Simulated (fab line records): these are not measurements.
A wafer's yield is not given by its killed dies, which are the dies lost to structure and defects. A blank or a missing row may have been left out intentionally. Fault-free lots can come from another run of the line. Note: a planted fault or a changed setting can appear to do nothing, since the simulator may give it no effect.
fab line records | flow sfqLine
[record] lots = 13 | wafers = 39 | lastDay = 91
route steps=325 shown I1@74 M2@101 I2@103
lots untouched by any fault: they come from a run of this same line in which no faults occurred
startH: hours from the record's first day to the start of the lot's first wafer shown | waitH: how many hours have passed since the lot's step before this one | " unchanged from the row above | L1.1+2: one row covering several wafers at once | - either no value or no given start | * or withheld: withheld | < > ~ a bound
route shown NAME@n: names a module that has steps shown in the file, with the first one's number in the route | usual: mean and standard deviation over wafers with no fault | same: alike in all rows | chamber/n: place in a boat | sites: readings site by site | _std_site: the values' standard deviation | _edge_site: outer sites' mean less inner sites' | radiusMm: how far each site lies from the wafer's centre | mask NAME#n: copy n | behind: the last tool/chamber to shape the wafer | hold: reason for holding the lot/hours on hold/outcome of the hold | device: whichever transistor did not switch (one of n, p or np) | end of line: the tests these same wafers got at the end of their route | a step given without rows: its recipe and nothing more | killed: dies that structure and defects cost at the first sort, which is not the same as the wafer's yield | map: per-die view of a wafer (x killed, . not killed, _ where there is no die)
set.NAME: the setting as run; set.NAME@STEP: as run at that earlier step | model.NAME: the simulator's own value behind a step, which no gauge read
one table for each step of the route and one row for each wafer, over a sample of lots
services: the hour from which a tool's chamber was out of use, counted from the record's first day as startH (under 0 if before that day), plus the number of hours and why
[[steps]]
[step SFQ_TRILAYER_I1_CMP_CMP_046]
[recipe] material = SiO2 | downForcePsi = 3 | platenRpm = 60 | padVelocityMS = 0.94248
[usual] motorCurrentA = 9.9/0.9 | timeToEndpointS = 215/7
lot.wafer | tool   | chamber | startH | waitH | motorCurrentA | timeToEndpointS
L530.4    | cmp-02 | 3       | 512.56 | 0.5   | 11.9          | 217
L530.6    | "      | 2       | 514.06 | 2.0   | 9.7           | 215
L530.5    | "      | 3       | "      | "     | 11.0          | 223
L531.1    | cmp-01 | 3       | 525.27 | 1.2   | 10.3          | 211
L531.4    | "      | 0       | "      | "     | 8.5           | 221
L531.6    | "      | 2       | 526.77 | 2.7   | 9.6           | 220
L532.4    | cmp-01 | 3       | 532.54 | 0.5   | 10.4          | 229
L532.5    | "      | 2       | 534.04 | 2.0   | 9.0           | 221
L532.6    | "      | 3       | "      | "     | 10.2          | 222
L540.4    | cmp-01 | 2       | 626.05 | 1.0   | 9.7           | 218
L540.3    | "      | 3       | "      | "     | 10.6          | 214
L540.5    | "      | 0       | "      | "     | 8.3           | 257
L543.2    | cmp-02 | 3       | 641.85 | 0.0   | 11.3          | 217
L543.3    | "      | 1       | 642.85 | 1.0   | 10.3          | 206
L543.4    | "      | 2       | "      | "     | 9.8           | 216
L545.1    | cmp-01 | 0       | 681.71 | 1.5   | 7.8           | 212
L545.4    | "      | 2       | 682.71 | 2.5   | 9.4           | 218
L545.5    | "      | 1       | 684.21 | 4.0   | 9.2           | 220
L546.3    | cmp-02 | 3       | 683.82 | 0.0   | 11.1          | 215
L546.4    | "      | 2       | 685.32 | 1.5   | 9.7           | 211
L546.5    | "      | 3       | "      | "     | 10.5          | 218
L547.4    | cmp-01 | 1       | 707.41 | 8.2   | 8.9           | 226
L547.2    | "      | 2       | "      | "     | 9.7           | 212
L547.6    | "      | 0       | 708.91 | 9.7   | 8.5           | 218
L548.4    | cmp-01 | 0       | 721.91 | 14.3  | 8.6           | 221
L548.6    | "      | 0       | 723.91 | 16.3  | 8.4           | 228
L548.5    | "      | 1       | "      | "     | 8.8           | 225
L549.1    | cmp-02 | 1       | 741.02 | 23.8  | 10.4          | 212
L549.6    | "      | 3       | 742.02 | 24.8  | 11.1          | 220
L549.5    | "      | 0       | "      | "     | 10.6          | 215
L550.1    | cmp-02 | 0       | 752.52 | 28.1  | 10.2          | 213
L550.4    | "      | 2       | 753.52 | 29.1  | 10.0          | 223
L550.6    | "      | 0       | 754.52 | 30.1  | 10.2          | 216
L551.1    | cmp-01 | 3       | 765.41 | 24.4  | 10.8          | 216
L551.5    | "      | 2       | 766.91 | 25.8  | 10.1          | 221
L551.6    | "      | 3       | "      | "     | 10.5          | 218
L553.2    | cmp-01 | 2       | 777.41 | 19.4  | 9.4           | 213
L553.4    | "      | 0       | 778.41 | 20.3  | 8.1           | 220
L553.5    | "      | 1       | "      | "     | 8.2           | 219
[step SFQ_TRILAYER_I1_METRO_MEASURE_047]
[usual] thkNm = 199.9/1.2
lot.wafer | tool         | chamber | startH | waitH | thkNm
L530.4    | filmMetro-04 | -       | 515.78 | 0.6   | 198.3
L530.5    | "            | -       | "      | "     | 198.9
L530.6    | "            | -       | "      | "     | 197.6
L531.1    | filmMetro-02 | -       | 527.89 | 0.1   | 201.8
L531.4    | "            | -       | "      | "     | 200.3
L531.6    | "            | -       | "      | "     | 201.6
L532.4    | filmMetro-03 | -       | 535.76 | 0.6   | 200.0
L532.5    | "            | -       | "      | "     | 201.4
L532.6    | "            | -       | "      | "     | 199.9
L540.3    | filmMetro-02 | -       | 628.57 | 0.5   | 197.9
L540.4    | "            | -       | "      | "     | 199.8
L540.5    | "            | -       | "      | "     | 148.7
L543.2    | filmMetro-04 | -       | 645.17 | 0.3   | 199.4
L543.3    | "            | -       | "      | "     | 198.6
L543.4    | "            | -       | "      | "     | 199.8
L545.1    | filmMetro-03 | -       | 684.83 | 0.1   | 200.2
L545.4    | "            | -       | "      | "     | 200.6
L545.5    | "            | -       | "      | "     | 201.7
L546.3    | filmMetro-04 | -       | 687.34 | 0.5   | 201.0
L546.4    | "            | -       | "      | "     | 201.0
L546.5    | "            | -       | "      | "     | 200.2
L547.2    | filmMetro-04 | -       | 710.23 | 0.3   | 201.1
L547.4    | "            | -       | "      | "     | 201.2
L547.6    | "            | -       | "      | "     | 201.3
L548.4    | filmMetro-04 | -       | 725.63 | 0.6   | 201.0
L548.5    | "            | -       | "      | "     | 202.1
L548.6    | "            | -       | "      | "     | 200.6
L549.1    | filmMetro-04 | -       | 743.14 | 0.1   | 198.3
L549.5    | "            | -       | "      | "     | 199.0
L549.6    | "            | -       | "      | "     | 200.6
L550.1    | filmMetro-03 | -       | 755.14 | 0.1   | 198.7
L550.4    | "            | -       | "      | "     | 198.7
L550.6    | "            | -       | "      | "     | 198.7
L551.1    | filmMetro-02 | -       | 768.03 | 0.1   | 198.7
L551.5    | "            | -       | "      | "     | 199.5
L551.6    | "            | -       | "      | "     | 199.2
L553.2    | filmMetro-03 | -       | 780.23 | 0.3   | 201.2
L553.4    | "            | -       | "      | "     | 199.2
L553.5    | "            | -       | "      | "     | 201.6
[step SFQ_TRILAYER_I1_VIA_ETCH_VIA_ETCH_052]
[recipe] target = SiO2 | stopOn = Nb | maskMaterial = PR | taperDeg = 20 | chemistry = CHF3 | targetDepthNm = 260 | sourceW = 500 | biasW = 80 | pressureMtorr = 30 | timeS = withheld
[usual] drypumpMotorCurrentA = 5.6/0.42 | oesProductAu = 0.854/0.0055
lot.wafer | tool       | chamber | startH | waitH | drypumpMotorCurrentA | oesProductAu
L530.4    | rieDiel-01 | 3       | 673.22 | 0.0   | 5.4                  | 0.855
L530.5    | "          | 0       | "      | "     | 6.3                  | 0.853
L530.6    | "          | 1       | "      | "     | 5.4                  | 0.846
L531.1    | rieDiel-01 | 3       | 686.42 | 0.0   | 5.4                  | 0.857
L531.4    | "          | 0       | "      | "     | 6.3                  | 0.852
L531.6    | "          | 1       | "      | "     | 5.4                  | 0.854
L532.4    | rieDiel-01 | 0       | 693.44 | 0.0   | 6.2                  | 0.846
L532.5    | "          | 3       | "      | "     | 5.4                  | 0.861
L532.6    | "          | 2       | "      | "     | 5.5                  | 0.854
L540.3    | rieDiel-04 | 2       | 759.48 | 0.0   | 5.5                  | 0.859
L540.4    | "          | 3       | "      | "     | 5.9                  | 0.853
L540.5    | "          | 3       | "      | "     | 5.9                  | 0.724
L543.2    | rieDiel-01 | 2       | 772.81 | 0.0   | 5.5                  | 0.853
L543.3    | "          | 3       | "      | "     | 5.4                  | 0.848
L543.4    | "          | 0       | "      | "     | 6.3                  | 0.854
L545.1    | rieDiel-03 | 3       | 798.01 | 0.0   | 5.7                  | 0.855
L545.4    | "          | 2       | "      | "     | 4.7                  | 0.847
L545.5    | "          | 1       | "      | "     | 5.6                  | 0.857
L546.3    | rieDiel-04 | 0       | 800.41 | 0.0   | 5.4                  | 0.855
L546.4    | "          | 2       | "      | "     | 5.5                  | 0.862
L546.5    | "          | 0       | "      | "     | 5.4                  | 0.857
L547.2    | rieDiel-03 | 1       | 824.41 | 0.0   | 5.6                  | 0.863
L547.4    | "          | 2       | "      | "     | 4.7                  | 0.850
L547.6    | "          | 1       | "      | "     | 5.6                  | 0.860
L548.4    | rieDiel-03 | 1       | 845.96 | 0.1   | 5.6                  | 0.854
L548.5    | "          | 2       | "      | "     | 4.7                  | 0.865
L548.6    | "          | 0       | "      | "     | 5.6                  | 0.846
L549.1    | rieDiel-03 | 1       | 871.10 | 0.0   | 5.6                  | 0.854
L549.5    | "          | 2       | "      | "     | 4.7                  | 0.848
L549.6    | "          | 1       | "      | "     | 5.6                  | 0.864
L550.1    | rieDiel-03 | 0       | 885.31 | 0.0   | 5.6                  | 0.862
L550.4    | "          | 2       | "      | "     | 4.7                  | 0.859
L550.6    | "          | 1       | "      | "     | 5.6                  | 0.846
L551.1    | rieDiel-04 | 1       | 908.11 | 0.0   | 6.2                  | 0.859
L551.5    | "          | 3       | "      | "     | 5.9                  | 0.853
L551.6    | "          | 2       | "      | "     | 5.4                  | 0.849
L553.2    | rieDiel-01 | 1       | 924.82 | 0.0   | 5.4                  | 0.859
L553.4    | "          | 2       | "      | "     | 5.5                  | 0.837
L553.5    | "          | 0       | "      | "     | 6.3                  | 0.856
[step SFQ_TRILAYER_M2_STRIP_STRIP_061]
[recipe] gas = O2 | powerW = 200 | platenTempC = 40 | overashFraction = 0.65 | chemistry = O2 | pressureMtorr = 50
[usual] drypumpMotorCurrentA = 6.0/0.46 | oesProductAu = 1.000/0.0085
lot.wafer | tool        | chamber | startH  | waitH | drypumpMotorCurrentA | oesProductAu | rfHoursCounterH
L530.4    | rieMetal-03 | 1       | 788.75  | 0.2   | 6.0                  | 1.011        | -
L530.5    | "           | 0       | "       | "     | 6.4                  | 1.007        | -
L530.6    | "           | 1       | "       | "     | 6.1                  | 1.012        | -
L531.1    | rieMetal-01 | 0       | 799.35  | 0.1   | 5.4                  | 0.988        | 38
L531.4    | "           | 0       | "       | "     | 5.4                  | 0.989        | -
L531.6    | "           | 1       | "       | "     | 5.6                  | 0.994        | -
L532.4    | rieMetal-01 | 1       | 807.95  | 0.2   | 5.6                  | 0.998        | -
L532.5    | "           | 0       | "       | "     | 5.4                  | 0.982        | -
L532.6    | "           | 1       | "       | "     | 5.6                  | 1.004        | -
L540.3    | rieMetal-04 | 1       | 892.98  | 0.3   | 6.6                  | 0.990        | -
L540.4    | "           | 0       | "       | "     | 6.5                  | 0.998        | -
L540.5    | "           | 1       | "       | "     | 6.6                  | 0.998        | -
L543.2    | rieMetal-01 | 0       | 914.25  | 0.1   | 5.4                  | 0.992        | 56
L543.3    | "           | 0       | "       | "     | 5.4                  | 0.993        | -
L543.4    | "           | 1       | "       | "     | 5.6                  | 0.999        | -
L545.1    | rieMetal-03 | 0       | 946.69  | 0.1   | 6.4                  | 1.004        | 117
L545.4    | "           | 0       | "       | "     | 6.3                  | 1.000        | -
L545.5    | "           | 1       | "       | "     | 6.0                  | 1.011        | -
L546.3    | rieMetal-01 | 0       | 950.31  | 0.2   | 5.4                  | 0.988        | -
L546.4    | "           | 1       | "       | "     | 5.6                  | 0.997        | -
L546.5    | "           | 0       | "       | "     | 5.4                  | 0.990        | -
L547.2    | rieMetal-03 | 1       | 975.31  | 0.1   | 6.1                  | 1.004        | 106
L547.4    | "           | 0       | "       | "     | 6.4                  | 0.991        | -
L547.6    | "           | 0       | "       | "     | 6.4                  | 1.003        | -
L548.4    | rieMetal-01 | 1       | 997.11  | 0.2   | 5.6                  | 0.990        | -
L548.5    | "           | 0       | "       | "     | 5.4                  | 0.994        | -
L548.6    | "           | 1       | "       | "     | 5.6                  | 0.994        | -
L549.1    | rieMetal-01 | 0       | 1024.29 | 0.2   | 5.4                  | 1.010        | 70
L549.5    | "           | 0       | "       | "     | 5.4                  | 0.998        | -
L549.6    | "           | 0       | "       | "     | 5.3                  | 1.000        | -
L550.1    | rieMetal-01 | 1       | 1037.31 | 0.1   | 5.6                  | 0.996        | 1
L550.4    | "           | 1       | "       | "     | 5.6                  | 1.004        | -
L550.6    | "           | 0       | "       | "     | 5.4                  | 1.002        | -
L551.1    | rieMetal-01 | 1       | 1048.11 | 0.1   | 5.6                  | 0.986        | 2
L551.5    | "           | 1       | "       | "     | 5.6                  | 0.993        | -
L551.6    | "           | 0       | "       | "     | 5.4                  | 0.978        | -
L553.2    | rieMetal-03 | 0       | 1060.11 | 0.1   | 6.4                  | 1.006        | 128
L553.4    | "           | 1       | "       | "     | 6.1                  | 1.016        | -
L553.5    | "           | 0       | "       | "     | 6.4                  | 1.010        | -
[step SFQ_TRILAYER_I2_DEP_PECVD_063]
[recipe] material = SiO2 | tempC = 150 | timeS = 111.11 | pressureTorr = 2.4 | rfW = 183.3 | precursor = SiH4/N2O | targetThkNm = 500
[usual] heaterPowerW = 92/15 | throttleValvePct = 24.2/1.1
lot.wafer | tool     | chamber | startH  | waitH | heaterPowerW | throttleValvePct
L530.4    | pecvd-03 | 2       | 789.37  | 0.0   | 59           | 24.7
L530.5    | "        | 1       | "       | "     | 70           | 25.8
L530.6    | "        | 0       | "       | "     | 109          | 25.7
L531.1    | pecvd-02 | 1       | 800.14  | 0.0   | 88           | 23.5
L531.4    | "        | 0       | "       | "     | 106          | 22.6
L531.6    | "        | 1       | "       | "     | 90           | 23.3
L532.4    | pecvd-02 | 2       | 808.57  | 0.0   | 108          | 24.1
L532.5    | "        | 0       | "       | "     | 95           | 22.5
L532.6    | "        | 1       | "       | "     | 87           | 23.5
L540.3    | pecvd-03 | 1       | 893.69  | 0.0   | 85           | 25.6
L540.4    | "        | 1       | "       | "     | 86           | 25.7
L540.5    | "        | 2       | "       | "     | 54           | 24.8
L543.2    | pecvd-02 | 0       | 915.03  | 0.0   | 91           | 22.5
L543.3    | "        | 1       | "       | "     | 94           | 23.9
L543.4    | "        | 2       | "       | "     | 94           | 24.3
L545.1    | pecvd-03 | 0       | 947.47  | 0.0   | 112          | 22.4
L545.4    | "        | 2       | "       | "     | 68           | 23.0
L545.5    | "        | 1       | "       | "     | 90           | 23.2
L546.3    | pecvd-02 | 2       | 950.88  | 0.0   | 101          | 24.3
L546.4    | "        | 1       | "       | "     | 87           | 23.6
L546.5    | "        | 2       | "       | "     | 109          | 24.5
L547.2    | pecvd-03 | 1       | 976.08  | 0.0   | 79           | 23.4
L547.4    | "        | 1       | "       | "     | 84           | 23.5
L547.6    | "        | 2       | "       | "     | 71           | 23.2
L548.4    | pecvd-02 | 2       | 997.72  | 0.0   | 93           | 24.4
L548.5    | "        | 0       | "       | "     | 87           | 22.6
L548.6    | "        | 1       | "       | "     | 94           | 24.0
L549.1    | pecvd-03 | 1       | 1025.67 | 0.0   | 78           | 23.6
L549.5    | "        | 1       | "       | "     | 79           | 23.3
L549.6    | "        | 2       | "       | "     | 66           | 23.5
L550.1    | pecvd-02 | 1       | 1038.08 | 0.0   | 92           | 24.2
L550.4    | "        | 1       | "       | "     | 92           | 24.1
L550.6    | "        | 2       | "       | "     | 101          | 24.5
L551.1    | pecvd-01 | 2       | 1048.88 | 0.0   | 107          | 24.8
L551.5    | "        | 1       | "       | "     | 105          | 26.1
L551.6    | "        | 2       | "       | "     | 107          | 24.9
L553.2    | pecvd-01 | 2       | 1060.90 | 0.0   | 109          | 24.7
L553.4    | "        | 2       | "       | "     | 95           | 24.9
L553.5    | "        | 0       | "       | "     | 93           | 25.5
[step SFQ_TRILAYER_I2_VIA_STRIP_STRIP_071]
[recipe] gas = O2 | powerW = 200 | platenTempC = 40 | overashFraction = 0.65 | chemistry = O2 | pressureMtorr = 50
[usual] drypumpMotorCurrentA = 6.3/0.33 | oesProductAu = 1.000/0.0075
lot.wafer | tool        | chamber | startH  | waitH | drypumpMotorCurrentA | oesProductAu | rfHoursCounterH
L530.4    | rieMetal-04 | 1       | 949.07  | -     | 6.6                  | 0.994        | -
L530.5    | "           | 1       | "       | "     | 6.6                  | 1.003        | -
L530.6    | "           | 0       | "       | "     | 6.5                  | 1.008        | -
L531.1    | rieMetal-02 | 0       | 958.47  | -     | 6.1                  | 0.996        | 126
L531.4    | "           | 0       | "       | "     | 6.0                  | 0.992        | -
L531.6    | "           | 0       | "       | "     | 6.1                  | 0.995        | -
L532.4    | rieMetal-03 | 1       | 965.87  | -     | 6.0                  | 1.015        | -
L532.5    | "           | 0       | "       | "     | 6.3                  | 0.991        | -
L532.6    | "           | 1       | "       | "     | 6.0                  | 1.002        | -
L540.3    | rieMetal-04 | 1       | 1044.67 | -     | 6.7                  | 0.989        | -
L540.4    | "           | 0       | "       | "     | 6.5                  | 1.004        | -
L540.5    | "           | 1       | "       | "     | 6.6                  | 0.990        | -
L543.2    | rieMetal-02 | 1       | 1076.87 | -     | 5.6                  | 1.001        | 81
L543.3    | "           | 1       | "       | "     | 5.6                  | 1.005        | -
L543.4    | "           | 0       | "       | "     | 6.0                  | 1.001        | -
L545.1    | rieMetal-04 | 0       | 1107.00 | -     | 6.5                  | 1.000        | 80
L545.4    | "           | 0       | "       | "     | 6.5                  | 0.999        | -
L545.5    | "           | 0       | "       | "     | 6.5                  | 1.019        | -
L546.3    | rieMetal-02 | 1       | 1109.60 | -     | 5.6                  | 1.002        | -
L546.4    | "           | 0       | "       | "     | 6.1                  | 0.988        | -
L546.5    | "           | 1       | "       | "     | 5.6                  | 0.992        | -
L547.2    | rieMetal-04 | 0       | 1132.20 | -     | 6.5                  | 0.994        | 83
L547.4    | "           | 1       | "       | "     | 6.7                  | 0.993        | -
L547.6    | "           | 0       | "       | "     | 6.5                  | 1.004        | -
L548.4    | rieMetal-04 | 1       | 1154.00 | -     | 6.6                  | 0.995        | -
L548.5    | "           | 1       | "       | "     | 6.6                  | 0.997        | -
L548.6    | "           | 0       | "       | "     | 6.5                  | 0.995        | -
L549.1    | rieMetal-03 | 0       | 1180.47 | -     | 6.4                  | 1.004        | 10
L549.5    | "           | 1       | "       | "     | 6.1                  | 1.001        | -
L549.6    | "           | 0       | "       | "     | 6.3                  | 1.001        | -
L550.1    | rieMetal-03 | 0       | 1195.09 | -     | 6.3                  | 0.999        | 12
L550.4    | "           | 0       | "       | "     | 6.4                  | 0.999        | -
L550.6    | "           | 0       | "       | "     | 6.3                  | 0.999        | -
L551.1    | rieMetal-04 | 1       | 1204.69 | -     | 6.6                  | 0.988        | 97
L551.5    | "           | 0       | "       | "     | 6.5                  | 0.993        | -
L551.6    | "           | 1       | "       | "     | 6.7                  | 0.989        | -
L553.2    | rieMetal-03 | 0       | 1215.49 | -     | 6.3                  | 1.013        | 16
L553.4    | "           | 0       | "       | "     | 6.3                  | 1.006        | -
L553.5    | "           | 0       | "       | "     | 6.3                  | 1.005        | -
[[services]]
tool        | chamber | startH  | hours | kind
rieMetal-03 | -       | 503.94  | 1.2   | repair
rieMetal-04 | -       | 506.21  | 0.4   | repair
rieMetal-04 | 1       | 548.37  | 21.0  | repair
cmp-01      | -       | 566.72  | 1.2   | repair
cmp-01      | -       | 577.93  | 1.1   | repair
rieMetal-03 | 0       | 598.50  | 10.8  | repair
rieMetal-04 | -       | 617.93  | 14.6  | pm
rieMetal-03 | 1       | 634.60  | 9.3   | repair
rieMetal-01 | 0       | 738.82  | 4.2   | repair
cmp-01      | -       | 751.91  | 4.0   | pm
cmp-01      | -       | 797.91  | 6.0   | pm
cmp-01      | -       | 803.13  | 3.0   | repair
rieMetal-01 | 1       | 823.59  | 1.6   | repair
rieMetal-03 | -       | 828.78  | 1.4   | pm
cmp-01      | -       | 854.21  | 0.6   | repair
rieMetal-01 | 1       | 856.89  | 16.7  | repair
cmp-01      | -       | 971.03  | 1.0   | repair
cmp-01      | -       | 978.07  | 4.9   | pm
cmp-01      | -       | 1008.79 | 5.6   | repair
cmp-01      | -       | 1080.75 | 1.8   | repair
cmp-01      | -       | 1091.91 | 4.0   | pm
cmp-01      | -       | 1152.30 | 2.4   | repair
rieMetal-01 | -       | 1163.95 | 0.2   | repair
rieMetal-03 | -       | 1184.62 | 0.5   | repair
[[key]]
[firstSign] step = SFQ_TRILAYER_I1_CMP_CMP_046 | reading = timeToEndpointS | direction = up | sigmas = 6.1 | usual = * | struck = *
[effect] step = SFQ_TRILAYER_I1_METRO_MEASURE_047 | reading = thkNm | direction = down | sigmas = 43 | usual = 199.9 | struck = 148.7
[effect] step = SFQ_TRILAYER_I1_VIA_ETCH_VIA_ETCH_052 | reading = oesProductAu | direction = down | sigmas = 23 | usual = 0.854 | struck = 0.724
metAt SFQ_TRILAYER_I1_CMP_CMP_046
struckLots L540
struckWafers L540.5
notActingAt SFQ_TRILAYER_M2_STRIP_STRIP_061,SFQ_TRILAYER_I2_DEP_PECVD_063,SFQ_TRILAYER_I2_VIA_STRIP_STRIP_071
onsetBetween 525.27 626.05
[fault] kind = processParameterDrift | tool = cmp-01 | chamber = 0 | onsetH = 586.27 | steps = SFQ_TRILAYER_I1_CMP_CMP_046 | channel = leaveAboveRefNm | offset = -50 | shape = step | endH = 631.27 | actsIn = theseRecipesOnly | stated = 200
